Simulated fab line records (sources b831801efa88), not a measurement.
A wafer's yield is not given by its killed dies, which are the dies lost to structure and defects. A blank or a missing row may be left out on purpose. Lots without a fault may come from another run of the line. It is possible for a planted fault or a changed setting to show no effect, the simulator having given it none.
Chamber matching -- flow sky130 -- pecvd-04 running SKY_PASSIVATION_CVD_00: 3 sister chambers
The step deposits SiO2, target thk 90 nm. 3 wafers are shown with their chamber, then 7 later ones without.

## WAFERS WITH THEIR CHAMBER
wafer,chamber,heater power w (W)
L175.6,0,587
L176.1,2,553
L176.4,1,669

## WAFERS WITHOUT THEIR CHAMBER
wafer,heater power w (W)
L176.6,669
L177.2,572
L177.5,575
L177.6,659
L181.2,579
L181.5,571
L181.6,606

## CHAMBER TAKEN BY EACH
wafer,from the rows above,in truth
L176.6,1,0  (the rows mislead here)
L177.2,can't be placed: 0 or 2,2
L177.5,can't be placed: 0 or 2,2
L177.6,1,1
L181.2,can't be placed: 0 or 2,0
L181.5,can't be placed: 0 or 2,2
L181.6,0,0
Correctly placed: 2 of 7. Can't be placed from these rows: 4 (the true chamber is among the candidates in 4). Wrongly placed: 1.
How it was worked out, from the rows above alone: a wafer's distance from a chamber is the root of the sum, over the readings, of the square of ((its reading less the chamber's mean) divided by the reading's scatter). If the next closest chamber is less than 2 further off than the closest, the wafer can't be placed; otherwise it belongs to the closest. A chamber's mean is the mean of its shown wafers. The scatter (one wafer shown for each chamber): square how far every hidden wafer sits from the nearest shown wafer, average those squares and take the square root.
